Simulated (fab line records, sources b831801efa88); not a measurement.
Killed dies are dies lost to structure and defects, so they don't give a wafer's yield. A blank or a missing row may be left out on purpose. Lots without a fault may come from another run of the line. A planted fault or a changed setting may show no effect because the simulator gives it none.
fab line records | flow sky130
record lots=6 wafers=18 last_day=50
route steps=708 shown GATE_OXIDE@197 POLY_GATE@204 RES_PROTECT@206 PAD_OPEN@708
lots that met no fault: from a run of the same line without faults
start_h: hours from the record's first day to the start of the lot's first wafer shown | wait_h: hours since the lot's step before | " the same as in the row above | L1.1+2: a row that stands for several wafers | - no value, or no start given | * or withheld: withheld | < > ~ a bound
route shown NAME@n: a module of which the file shows steps, and the number in the route of the first | usual: mean/standard deviation of fault-free wafers | same: alike in all rows | chamber/n: place in a boat | sites: the reading at each site | _std_site: their standard deviation | _edge_site: outer sites' mean less inner sites' | radius_mm: how far each site lies from the wafer's centre | mask NAME#n: copy n | behind: the tool/chamber that last shaped the wafer | hold: why the lot was held/for how many hours/how that ended | device: the transistor (n, p or np) that didn't switch | end of line: the same wafers' tests at the end of the route | a step without rows: its recipe alone | killed: dies lost to structure and defects at the first sort, not the wafer's yield | map: a wafer's dies, x killed, . not, _ none there
set.NAME: the setting as run; set.NAME@STEP: as run at that earlier step | model.NAME: the simulator's own value behind a step, which no gauge read
lots at some steps of the route; a table a step, a row a wafer
services: from which hour (start_h, from the record's first day; less than 0 if before it) a tool's chamber was out of use, for how many hours, and why
## steps
# step SKY_GATE_OXIDE_OVL_MEAS_10
# usual GATE_OXIDE_OVL=-0.5/1.3
# columns lot.wafer tool chamber start_h wait_h GATE_OXIDE_OVL[nm]
L896.1 overlay-01 - 365.10 0.1 -0.4
L896.2 " - " " -2.1
L896.6 " - " " -0.6
L901.1 overlay-01 - 412.00 0.1 -3.2
L901.2 " - " " -2.9
L901.6 " - " " -1.6
L904.3 overlay-01 - 434.83 0.1 -1.9
L904.4 " - " " -1.3
L904.5 " - " " -1.5
L905.1 overlay-01 - 441.77 0.1 -0.6
L905.2 " - " " 1.3
L905.3 " - " " 0.5
L906.1 overlay-02 - 449.20 0.1 -0.5
L906.3 " - " " -0.6
L906.5 " - " " -0.1
L912.3 overlay-01 - 504.79 0.1 -0.6
L912.4 " - " " -1.6
L912.5 " - " " -0.8
# step SKY_GATE_OXIDE_IMPLANT_11
# recipe species=B energy_kev=10 dose_cm2=2.6e+12 tilt_deg=withheld
# step SKY_GATE_OXIDE_WET_ETCH_12
# recipe chemistry=dHF target_depth_nm=16.8 dry=n2_spin target=SiO2 dilution=100:1 temp_c=25 time_s=336
# step SKY_GATE_OXIDE_STRIP_13
# recipe chemistry=O2/N2 power_w=1400 pressure_mtorr=1500 platen_temp_c=withheld o2_flow_sccm=3000 n2_flow_sccm=300 overash_fraction=0.5
# usual drypump_motor_current_A=5.5/0.47 oes_product_au=0.716/0.0046 strip_time_to_endpoint_s=14.06/0.035
# columns lot.wafer tool chamber start_h wait_h drypump_motor_current_A oes_product_au rf_hours_counter_h strip_time_to_endpoint_s
L896.1 plasma_asher-01 0 365.39 0.0 6.2 0.721 69 14.06
L896.2 " 1 " " 6.0 0.716 69 14.00
L896.6 " 0 " " 6.2 0.719 - 14.04
L901.1 plasma_asher-04 0 412.30 0.0 5.4 0.716 29 13.99
L901.2 " 1 " " 4.9 0.716 29 14.02
L901.6 " 1 " " 5.0 0.716 - 14.03
L904.3 plasma_asher-03 0 435.14 0.0 5.1 0.712 - 14.06
L904.4 " 1 " " 5.3 0.717 - 14.09
L904.5 " 0 " " 5.1 0.722 - 14.13
L905.1 plasma_asher-04 1 442.05 0.0 4.9 0.716 32 14.09
L905.2 " 0 " " 5.4 0.713 32 14.10
L905.3 " 0 " " 5.5 0.712 - 14.10
L906.1 plasma_asher-03 0 449.50 0.0 5.1 0.716 2 14.08
L906.3 " 1 " " 5.3 0.715 - 14.09
L906.5 " 1 " " 5.3 0.721 - 14.13
L912.3 plasma_asher-04 0 505.11 0.0 5.5 0.707 - 14.12
L912.4 " 1 " " 5.0 0.719 - 14.14
L912.5 " 0 " " 5.5 0.716 - 14.10
# step SKY_GATE_OXIDE_TW_MEAS_14
# usual GATE_OXIDE_TW=223.8/2.2
# columns lot.wafer tool chamber start_h wait_h GATE_OXIDE_TW
L896.1 film_metro-02 - 365.49 0.1 222.1
L896.2 " - " " 223.4
L896.6 " - " " 223.2
L901.1 film_metro-04 - 412.40 0.1 223.0
L901.2 " - " " 223.5
L901.6 " - " " 222.9
L904.3 film_metro-02 - 435.22 0.1 221.8
L904.4 " - " " 221.5
L904.5 " - " " 220.7
L905.1 film_metro-03 - 442.15 0.1 225.5
L905.2 " - " " 225.3
L905.3 " - " " 225.3
L906.1 film_metro-02 - 449.60 0.1 221.2
L906.3 " - " " 221.6
L906.5 " - " " 220.6
L912.3 film_metro-04 - 505.20 0.1 226.5
L912.4 " - " " 226.2
L912.5 " - " " 226.7
# step SKY_GATE_OXIDE_CLEAN_15
# recipe chemistry=SC1/SC2 mix=1:4:20 temp_c=70 time_s=150 dry=n2_spin
# step SKY_GATE_OXIDE_OXIDATION_16
# recipe temp_c=800 ambient=O2 idle_temp_c=700 ramp_up_c_per_min=10 ramp_down_c_per_min=3 stabilise_s=600 purge_s=300 target_thk_a=35.7 ox_time_s=1915
# step SKY_POLY_GATE_CVD_00
# recipe material=poly-Si target_thk_nm=180 temp_c=620 time_s=720 pressure_mtorr=200
# step SKY_POLY_GATE_THK_MEAS_01
# recipe reads=poly-Si_of_POLY_GATE_CVD_00
# usual POLY_GATE_CVD_00_THK=180.1/1.7
# columns lot.wafer tool chamber start_h wait_h POLY_GATE_CVD_00_THK[nm]
L896.1 film_metro-03 - 368.33 0.0 177.6
L896.2 " - " " 176.9
L896.6 " - " " 175.7
L901.1 film_metro-04 - 415.86 0.0 181.3
L901.2 " - " " 181.2
L901.6 " - " " 181.5
L904.3 film_metro-03 - 438.07 0.0 180.2
L904.4 " - " " 178.6
L904.5 " - " " 178.6
L905.1 film_metro-04 - 445.00 0.0 179.6
L905.2 " - " " 179.5
L905.3 " - " " 179.8
L906.1 film_metro-04 - 452.44 0.0 179.4
L906.3 " - " " 178.9
L906.5 " - " " 178.1
L912.3 film_metro-04 - 508.04 0.0 181.2
L912.4 " - " " 181.9
L912.5 " - " " 181.7
# step SKY_RES_PROTECT_DEHYDRATE_00
# recipe temp_c=200 time_s=60
# step SKY_RES_PROTECT_HMDS_01
# recipe prime_time_s=60 prime_temp_c=120
# step SKY_RES_PROTECT_COAT_02
# recipe resist=NOVOLAK spin_rpm=3000 resist_thk_nm=1140
# step SKY_RES_PROTECT_SOFTBAKE_03
# recipe temp_c=90 time_s=60 resist=NOVOLAK
# usual chill_plate_temp_C=23.02/0.1 exhaust_pa=44.9/0.87 heater_power_total_W=56.60/0.044 run_length_s=89.33/0.22
# columns lot.wafer tool chamber start_h wait_h chill_plate_temp_C exhaust_pa heater_power_total_W run_length_s
L896.1 litho_track-03 0 381.62 0.1 23.01 44.6 56.62 89.52
L896.2 " 0 " " 23.18 44.8 56.53 89.68
L896.6 " 0 " " 23.05 45.1 56.60 89.60
L901.1 litho_track-02 0 431.42 0.1 22.93 43.3 56.56 89.38
L901.2 " 0 " " 22.92 43.7 56.63 89.09
L901.6 " 0 " " 23.08 44.0 56.66 89.04
L904.3 litho_track-04 0 452.88 0.1 23.05 46.3 56.59 89.04
L904.4 " 0 " " 22.96 44.9 56.60 89.14
L904.5 " 0 " " 23.04 46.6 56.52 89.01
L905.1 litho_track-03 0 461.02 0.1 22.97 44.6 59.22 82.31
L905.2 " 0 " " 23.08 45.2 59.14 82.46
L905.3 " 0 " " 23.05 46.6 59.09 82.35
L906.1 litho_track-03 0 468.77 0.1 23.29 44.7 59.15 82.55
L906.3 " 0 " " 22.93 44.7 59.17 82.21
L906.5 " 0 " " 23.11 44.3 59.16 82.37
L912.3 litho_track-04 0 523.93 0.1 22.84 45.7 56.56 89.03
L912.4 " 0 " " 23.05 44.9 56.58 89.12
L912.5 " 0 " " 22.96 45.4 56.69 89.11
# step SKY_RES_PROTECT_EXPOSE_04
# recipe mask_id=RPM na=0.6 source_shape=conventional sigma_outer=0.6 polarization=unpolarized target_cd_nm=1270 dose_mj=131
# step SKY_PAD_OPEN_PROBE_99
# usual killed_at_M0_to_M3=43/7.1 killed_at_M4_up=3/1.7 killed_at_contacts=25/5.6 killed_at_front_end=16/4.1 killed_at_other=0.2/0.49 killed_dies=87/9.8 killed_open=47/7.6 killed_short=40/6.1
# same gross_dies=492 killed_at_back_side=0
# columns lot.wafer tool chamber start_h wait_h killed_at_M0_to_M3 killed_at_M4_up killed_at_contacts killed_at_front_end killed_at_other killed_dies killed_open killed_short
L904.3 prober-01 - 1159.52 0.2 47 4 23 18 1 93 53 40
L904.4 prober-01 - 1159.57 0.2 41 1 29 23 0 94 49 45
L904.5 prober-01 - 1159.62 0.2 30 1 29 21 0 81 46 35
# killed by level:class
L904.3 CONTACT:geometric_particle:open=10 VIA1:geometric_particle:open=10 VIA2:geometric_particle:open=7 VIA3:geometric_particle:open=7 FIELD_ISO:geometric_particle:short=6 METAL1:geometric_particle:short=6 LI_CONTACT:geometric_particle:open=5 CONTACT:geometric_particle:short=5
L904.4 CONTACT:geometric_particle:short=11 VIA1:geometric_particle:open=10 CONTACT:geometric_particle:open=8 FIELD_ISO:geometric_particle:short=6 VIA2:geometric_particle:open=6 FIELD_ISO:geometric_particle:open=5 POLY_GATE:geometric_particle:open=5 LI_CONTACT:geometric_particle:open=5
L904.5 CONTACT:geometric_particle:open=10 VIA3:geometric_particle:open=10 CONTACT:geometric_particle:short=8 POLY_GATE:geometric_particle:short=7 POLY_GATE:geometric_particle:open=6 LI_CONTACT:geometric_particle:open=6 VIA1:geometric_particle:open=5 FIELD_ISO:geometric_particle:open=4
## services
# columns tool chamber start_h hours kind
plasma_asher-03 - 402.19 4.3 repair
plasma_asher-03 - 421.25 9.0 pm
plasma_asher-03 0 421.25 9.5 vent_cycle
plasma_asher-03 1 421.25 9.5 vent_cycle
plasma_asher-03 - 428.03 2.7 repair
plasma_asher-03 0 430.25 - clean
plasma_asher-03 1 430.25 - clean
plasma_asher-01 - 472.60 2.8 pm
plasma_asher-03 - 505.81 23.8 repair
## key
first_sign step=SKY_RES_PROTECT_SOFTBAKE_03 reading=heater_power_total_W direction=up sigmas=58 usual=* struck=*
effect step=SKY_RES_PROTECT_SOFTBAKE_03 reading=run_length_s direction=down sigmas=32 usual=* struck=*
met_at SKY_RES_PROTECT_SOFTBAKE_03
struck_wafers L905.1,L905.2,L905.3,L906.1,L906.3,L906.5
tester_left_out L905,L906
onset_between 381.62 461.02
fault kind=process_parameter_drift tool=litho_track-03 chamber=- onset_h=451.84 steps=SKY_RES_PROTECT_SOFTBAKE_03 channel=time_s offset=* shape=step end_h=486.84 acts_in=* stated=*
# tester_left_out: of these lots the tester's yield and bins aren't shown, on N5 and GAA mostly nor the transistor test; their killed dies are dies lost to structure and defects alone, not to doping, threshold or leakage, so they don't give the yield
